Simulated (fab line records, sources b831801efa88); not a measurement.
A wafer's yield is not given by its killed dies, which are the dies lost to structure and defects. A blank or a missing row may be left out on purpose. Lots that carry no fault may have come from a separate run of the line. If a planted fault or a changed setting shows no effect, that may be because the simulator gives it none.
2 desks looking at one fault || flow gf180mcu || numbers are kept per desk, each desk with only its own; the story behind them comes last

AT THE METROLOGY DESK
What the gauges read, lot by lot, whatever tool the lot ran on: means of the sampled wafers that have a number. If a lot's mean is further than 4 standard deviations from the usual mean, the lot is out of limits and carries the mark OUT (the distance appears in the brackets).
Columns: A = HV_LDD_CVD_54_THK at GF_HV_LDD_THK_MEAS_55, usual 9.94 nm; B = cd_nm at GF_NSD_CD_MEAS_07, usual 399.5 nm; C = PSD_TW at GF_PSD_TW_MEAS_11, usual 3173; D = PSD_RS at GF_PSD_RS_MEAS_15, usual 108.45 ohm/sq
{"lot": "L295", "first seen here": "day 12 13:47", "A": 9.76, "B": 402.6, "C": 3228, "D": 108.13}
{"lot": "L300", "first seen here": "day 13 22:11", "A": 9.76, "B": 403.2, "C": 3237, "D": 108.11}
{"lot": "L303", "first seen here": "day 14 21:49", "A": 9.87, "B": 400.2, "C": 3166, "D": 108.56}
{"lot": "L305", "first seen here": "day 15 14:04", "A": 9.93, "B": 403.0, "C": 3178, "D": 108.43}
{"lot": "L309", "first seen here": "day 17 06:25", "A": 10.02, "B": 397.9, "C": "1812 (-57) OUT", "D": "513.15 (+99 or more) OUT"}
{"lot": "L312", "first seen here": "day 18 03:56", "A": 10.07, "B": 395.7, "C": "1819 (-56) OUT", "D": "538.47 (+99 or more) OUT"}
{"lot": "L314", "first seen here": "day 19 02:55", "A": 10.05, "B": 397.8, "C": 3158, "D": 108.18}
{"lot": "L316", "first seen here": "day 19 09:09", "A": 10.08, "B": 397.6, "C": 3151, "D": 108.63}
{"lot": "L317", "first seen here": "day 20 08:32", "A": 10.05, "B": 403.7, "C": 3168, "D": 108.44}
{"lot": "L318", "first seen here": "day 20 12:31", "A": 9.87, "B": 400.9, "C": 3171, "D": 108.31}
This desk finds L309, L312 out of limits, with the earliest case on L309 at day 19 07:14 (PSD_TW at GF_PSD_TW_MEAS_11). In limits: L295, L300, L303, L305, L314, L316, L317, L318.

TOOL OWNER'S DESK, implanter-03
GF_PSD_IMPLANT_09, tool's own readings: per-lot mean of the sampled wafers with a number, covering each lot this tool ran. If a lot's mean is further than 4 standard deviations from the usual mean, the lot is out of limits and carries the mark OUT (the distance appears in the brackets).
Columns: A = dose_ions_cm2 at GF_PSD_IMPLANT_09, usual 1.4998e+15; B = end_station_pressure_torr at GF_PSD_IMPLANT_09, usual 1.18e-05 Torr; C = faraday_current_uA at GF_PSD_IMPLANT_09, usual 8245
{"lot": "L295", "first seen here": "day 14 07:46", "A": 1.4989e+15, "B": 1.17e-05, "C": 8202}
{"lot": "L303", "first seen here": "day 16 19:44", "A": 1.5003e+15, "B": 1.14e-05, "C": 8290}
{"lot": "L309", "first seen here": "day 19 07:01", "A": "1.8503e+14 (-99 or more) OUT", "B": "5.83e-06 (-10) OUT", "C": "1045 (-45) OUT"}
{"lot": "L312", "first seen here": "day 20 05:16", "A": "1.8453e+14 (-99 or more) OUT", "B": "6.03e-06 (-10) OUT", "C": "1067 (-45) OUT"}
This desk finds L309, L312 out of limits, L309 being first, at day 19 07:01 (dose_ions_cm2 at GF_PSD_IMPLANT_09). In limits: L295, L303.

PUT TOGETHER
The tool owner's desk could have raised an alarm at day 19 07:01, on L309, L312.
Metrology desk: alarm possible at day 19 07:14 on L309, L312.
The lots listed all ran GF_PSD_IMPLANT_09 on implanter-03.

WHAT THE SIMULATOR PUT IN
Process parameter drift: implanter-03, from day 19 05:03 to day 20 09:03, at GF_PSD_IMPLANT_09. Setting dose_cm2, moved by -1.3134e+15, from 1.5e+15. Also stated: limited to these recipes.
Lots struck among those shown: L309, L312.
Delay (hours) between the fault's onset and each desk's first out-of-limits reading: 2 at the tool owner's desk, 2 at the metrology desk.
